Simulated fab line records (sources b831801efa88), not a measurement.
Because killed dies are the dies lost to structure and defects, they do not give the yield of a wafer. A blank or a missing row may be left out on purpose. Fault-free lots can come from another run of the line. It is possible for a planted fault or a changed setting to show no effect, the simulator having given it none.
Which tool did it?	flow gf180mcu	Sampling: 12 lots, 36 wafers, 3 of 602 route steps

WHAT THE GAUGES READ, wafer by wafer
GF_PSD_RS_MEAS_14: measurement is done with a four-point probe.
lot	measured	on	NSD_RS (ohm/sq)
L975	day 14 21:44	filmMetro-02	46.25 46.29 46.24
L977	day 15 05:40	filmMetro-04	46.02 45.94 45.90
L976	day 15 07:20	filmMetro-02	46.14 46.01 46.20
L980	day 16 06:40	filmMetro-01	46.13 46.12 46.12
L982	day 17 03:34	filmMetro-02	46.30 46.21 46.26
L983	day 17 12:10	filmMetro-01	46.22 46.26 46.45
L989	day 19 10:41	filmMetro-01	46.11 46.04 46.01
L991	day 20 12:05	filmMetro-01	46.16 46.18 46.18
L992	day 20 14:46	filmMetro-01	46.09 46.22 46.11
L994	day 21 03:32	filmMetro-04	46.11 46.08 46.07
L996	day 22 10:53	filmMetro-02	46.32 46.28 46.23
L997	day 22 13:22	filmMetro-04	46.02 45.95 45.93

GF_V1_THK_MEAS_03.
lot	measured	on	V1_CVD_02_THK (nm)
L975	day 17 21:10	filmMetro-01	844 836 844
L977	day 18 06:00	filmMetro-01	836 832 864
L976	day 18 08:10	filmMetro-01	856 863 854
L980	day 19 09:44	filmMetro-03	805 805 863
L982	day 20 08:08	filmMetro-03	828 856 829
L983	day 20 16:34	filmMetro-01	803 871 862
L989	day 22 15:56	filmMetro-01	844 841 868
L991	day 23 15:20	filmMetro-02	857 858 869
L992	day 23 17:48	filmMetro-03	845 833 838
L994	day 24 05:32	filmMetro-01	844 836 846
L996	day 25 10:19	filmMetro-02	833 852 835
L997	day 25 13:04	filmMetro-02	847 840 847

WHICH TOOL RAN EACH LOT (tool, then ch and the chambers of the sampled wafers, then the start)
lot	GF_V1_CVD_02
L975	pecvd-02 ch 1,2, day 17 21:04
L977	pecvd-02 ch 0,1,2, day 18 05:52
L976	pecvd-03 ch 1,2, day 18 08:05
L980	pecvd-02 ch 1,2, day 19 09:39
L982	pecvd-03 ch 1,2, day 20 08:03
L983	pecvd-02 ch 0,1,2, day 20 16:28
L989	pecvd-03 ch 0,2, day 22 15:52
L991	pecvd-01 ch 0,1,2, day 23 15:16
L992	pecvd-02 ch 0,1,2, day 23 17:44
L994	pecvd-02 ch 0,2, day 24 05:27
L996	pecvd-02 ch 1,2, day 25 10:15
L997	pecvd-02 ch 0,1,2, day 25 12:59
- GF_V1_CVD_02: deposits SiO2 from TEOS, target thk 850 nm, time 94.851 s.

AS READ BY THE TOOLS THEMSELVES (means over the sampled wafers that have a number; for cases with no such wafer, the mark the record gives instead)
GF_V1_CVD_02.
lot	tool	heaterPowerW (W)	rfFwdPowerW (W)
L975	pecvd-02	723	598.0
L977	pecvd-02	752	598.6
L976	pecvd-03	722	594.7
L980	pecvd-02	729	532.8
L982	pecvd-03	670	596.8
L983	pecvd-02	763	565.7
L989	pecvd-03	623	595.9
L991	pecvd-01	690	596.2
L992	pecvd-02	751	597.8
L994	pecvd-02	721	596.9
L996	pecvd-02	732	596.3
L997	pecvd-02	777	596.7

THE ANSWER, worked out from the rows above alone
Rule: the lots themselves supply what counts as usual. The widest of any qualifying gaps counts: lots, ordered by their means at a reading, are off when they make up no more than a third of the lots, leave a main group of 4 or more, and stand apart from it by 3 or more times the standard deviation of that group's means. A main group is skipped when, at the precision printed for the reading in the tables above, its means are all equal. A lot without any number at a reading at which 4 lots or more have one is off too. All remaining lots with rows at the step are treated as sound. The gauges are gone through in route order, then the tools' own readings, and for those a lot's mean is taken as printed above. At the first step where some lot is off, the reading lying furthest off is the one used; lots without a number count as furthest.
Off at GF_V1_CVD_02 (rfFwdPowerW): L980, L983. The main group: mean 596.8 W, standard deviation 1.1.
If a tool, at that step or one of the process steps before it, ran each lot that is off and ran no sound lot following the first of them, it fits. No candidate that was tried fits.

WHAT THE SIMULATOR PUT IN
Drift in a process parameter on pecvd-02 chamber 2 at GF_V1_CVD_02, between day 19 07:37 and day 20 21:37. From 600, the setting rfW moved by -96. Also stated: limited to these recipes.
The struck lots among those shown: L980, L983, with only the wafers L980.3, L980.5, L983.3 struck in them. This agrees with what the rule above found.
